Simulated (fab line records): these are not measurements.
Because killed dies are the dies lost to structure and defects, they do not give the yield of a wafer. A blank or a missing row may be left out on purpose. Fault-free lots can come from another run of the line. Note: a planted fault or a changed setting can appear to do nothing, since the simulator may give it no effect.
A struck lot beside a sound one ; flow sky130 ; 16 steps out of a route of 708
Sound: the wafers L895.4, L895.5, L895.6. Wafers L910.4, L910.5, L910.6 were the ones struck. Last of all comes the cause.
Per side, at each step with rows, come the tool, then ch with its chambers, and then its first start. Under that, the readings that differ: sound wafers ; struck wafers ; difference of the means ; sigmas: that difference in standard deviations of wafers without a fault.
alike: readings whose means differ by less than 2 such deviations, and words and numbers that are the same on both sides. not compared: withheld readings, readings that some wafer has no value for, bounds like >300 that may hide the same value, and numbers for which the record gives no deviation and whose values overlap.
The two part at a step that has a row with sigmas, a row that says differs or no value, or rows on one side only. Numbers that don't overlap but have no deviation are shown without sigmas and don't part them. Lack of a reading on every wafer of one side parts them only where that side has two or more wafers.

first, 5 steps without rows for these wafers: SKY_SD_N_COAT_02 (resist thk 1140 nm); SKY_SD_N_SOFTBAKE_03 (time 60 s); SKY_SD_N_EXPOSE_04 (exposes mask NSDM, target cd 380 nm); SKY_SD_N_PEB_05; SKY_SD_N_DEVELOP_06 (develop time 60 s).
SKY_SD_N_CD_MEAS_07: target cd 380 nm.
  struck on cd_sem-01, day 33 12:29; sound on cd_sem-02, day 28 16:49
  alike: cd_nm
SKY_SD_N_OVL_MEAS_08:
  struck on overlay-02, day 33 12:34; sound on overlay-01, day 28 16:54
  alike: SD_N_OVL
then, 2 steps without rows for these wafers: SKY_SD_N_IMPLANT_09; SKY_SD_N_IMPLANT_10.
SKY_SD_N_STRIP_11: strips in O2/N2.
  sound on plasma_asher-03 ch 0,1, day 28 17:15; struck on plasma_asher-03 ch 0,1, day 33 12:55
  alike: drypump_motor_current_A, n2_flow_sccm, oes_product_au, strip_time_to_endpoint_s
  not compared: rf_hours_counter_h
SKY_SD_N_TW_MEAS_12:
  struck on film_metro-02, day 33 13:01; sound on film_metro-02, day 28 17:21
  alike: SD_N_TW
then, 1 step without rows for these wafers: SKY_SD_N_CLEAN_13 (cleans in SC1/SC2, time 150 s).
SKY_SD_N_RTA_14: time 2 s.
  sound on rtp_anneal-02 ch 0, day 28 17:28; struck on rtp_anneal-01 ch 0, day 33 13:08
reading;sound;struck;difference;sigmas
lamp_power_pct (%);15.67 15.74 15.79;16.46 16.41 16.30;+0.66;+14
wafer_temp_C_max;1076.8 1076.9 1077.9;1103.2 1105.7 1101.7;+26.3;+19
SKY_SD_N_RS_MEAS_16: uses a four-point probe to measure.
  struck on film_metro-04, day 33 13:43; sound on film_metro-04, day 28 17:40
reading;sound;struck;difference;sigmas
SD_N_RS (ohm/sq);68.63 68.80 68.91;64.10 64.06 63.99;-4.73;-34
  not compared: hold
SKY_SD_N_RS_MEAS_17: uses a four-point probe to measure.
  struck on film_metro-04, day 33 16:53; sound on film_metro-04, day 28 17:47
reading;sound;struck;difference;sigmas
SD_P_RS (ohm/sq);147.1 147.4 147.8;126.3 126.0 126.0;-21.3;-50
  not compared: hold
following that, these wafers have no rows for 1 step: SKY_PAD_OPEN_PROBE_99.

## WHERE THEY PART
Last at SKY_SD_N_RS_MEAS_17 as far as this record goes, first at SKY_SD_N_RTA_14.

WHY: what had been put in by the simulator
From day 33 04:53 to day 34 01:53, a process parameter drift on rtp_anneal-01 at SKY_SD_N_RTA_14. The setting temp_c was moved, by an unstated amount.
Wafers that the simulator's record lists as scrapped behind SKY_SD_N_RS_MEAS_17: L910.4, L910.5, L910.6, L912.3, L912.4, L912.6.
